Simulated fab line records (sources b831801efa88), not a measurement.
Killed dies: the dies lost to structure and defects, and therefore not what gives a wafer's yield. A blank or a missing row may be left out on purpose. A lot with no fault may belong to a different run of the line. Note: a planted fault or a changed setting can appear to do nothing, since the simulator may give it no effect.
A lot that was struck, set against a sound lot	flow sky130	17 steps out of a route of 708
Sound: these wafers, L146.1, L146.2, L146.3. The struck wafers were L154.3, L154.4, L154.5. Last of all comes the cause.
At each step with rows: each side's tool, then ch and its chambers, then its first start. Under that, the readings that differ: sound wafers	struck wafers	difference of the means	sigmas: that difference in standard deviations of wafers without a fault.
alike: a reading whose means differ by less than 2 such deviations, as well as words and numbers matching on both sides. not compared: withheld readings; readings where some wafer has no value; bounds like >300 that might hide an equal value; numbers whose values overlap and for which the record gives no deviation.
Wherever a step has rows on one side only, a row that says differs or no value, or a row with sigmas, the two part there. Numbers that don't overlap but have no deviation are shown without sigmas and don't part them. Lack of a reading on every wafer of one side parts them only where that side has two or more wafers.

first, 2 steps without rows for these wafers: SKY_NWELL_IMPLANT_12; SKY_NWELL_IMPLANT_13.
SKY_NWELL_STRIP_14: strips in O2/N2.
  sound on plasma asher-01 ch 0,1, day 6 11:12; struck on plasma asher-01 ch 0,1, day 7 15:09
  alike: drypump motor current A, oes product au, strip time to endpoint s
  not compared: rf hours counter h
SKY_NWELL_TW_MEAS_15:
  sound on film metro-03 at day 6 11:18; struck on film metro-03 at day 7 15:14
  alike: NWELL_TW
then, 7 steps without rows for these wafers: SKY_NWELL_DEHYDRATE_16 (time 60 s); SKY_NWELL_HMDS_17 (prime time 60 s); SKY_NWELL_COAT_18 (resist thk 3000 nm); SKY_NWELL_SOFTBAKE_19; SKY_NWELL_EXPOSE_20 (exposes mask NWM COMPLEMENT, target cd 840 nm); SKY_NWELL_PEB_21; SKY_NWELL_DEVELOP_22 (develop time 60 s).
SKY_NWELL_OVL_MEAS_23:
  sound on overlay-01 at day 7 06:22; struck on overlay-01 at day 8 11:26
  alike: NWELL_01_OVL
SKY_NWELL_IMPLANT_24:
  sound on implanter-04 ch 0, day 7 06:25; struck on implanter-01 ch 0, day 8 11:30
  alike: dose ions cm2
SKY_NWELL_STRIP_25: strips in O2/N2.
  sound on plasma asher-01 ch 0,1, day 7 06:34; struck on plasma asher-04 ch 0,1, day 8 11:38
  alike: drypump motor current A, oes product au, strip time to endpoint s
  not compared: rf hours counter h
SKY_NWELL_TW_MEAS_26:
  sound on film metro-03 at day 7 06:40; struck on film metro-04 at day 8 11:43
reading	sound	struck	difference	sigmas
NWELL_2_TW	496 498 496	485 488 484	-11	-3
then, 1 step without rows for these wafers: SKY_NWELL_CLEAN_27 (cleans in SC1/SC2, time 150 s).
-- the record jumps here: 40 days lie between the struck wafers' starts before and after (it left off in module NWELL and takes up again in module PAD_OPEN, whose first step shown is number 708 of the route) --
SKY_PAD_OPEN_PROBE_99:
  sound on prober-01 at day 47 17:55; struck on prober-01 at day 48 19:40
reading	sound	struck	difference	sigmas
model.etest.pfet_16v.r on ohm um	1.517e+04 1.53e+04 1.464e+04	1.61e+04 1.595e+04 1.584e+04	+9.27e+02	
model.etest.res pwell under gate.rs ohm sq	2283 2272 2272	2517 2518 2514	+241	
model.etest.res pwell under gate.rs ohm sq range	54.1 28.29 46.27	246.7 225.3 205.8	+183.0	
model.etest.res pwell under gate.rs ohm sq rim less centre	14.58 -25.78 32.43	-59.51 -96.16 -101.7	-92.87	
model.etest.pfet_16v.drive ua um	250.6 248.7 257.7	233.8 234.7 236.6	-17.3	
model.etest.field n.vt v (V)	36.39 36.74 35.21	33.48 33.31 32.77	-2.93	
  alike: killed_at_M0_to_M3, killed_at_M4_up, killed at contacts, killed at front end, killed at other, killed dies, killed open, killed short
  not compared: model.etest.tip_n_5v.rs ohm sq range

== WHERE THEY PART ==
SKY_NWELL_TW_MEAS_26 only, going by this record. Later steps at which nothing parts them and some readings are alike: SKY_PAD_OPEN_PROBE_99.

WHY: what the simulator had put in
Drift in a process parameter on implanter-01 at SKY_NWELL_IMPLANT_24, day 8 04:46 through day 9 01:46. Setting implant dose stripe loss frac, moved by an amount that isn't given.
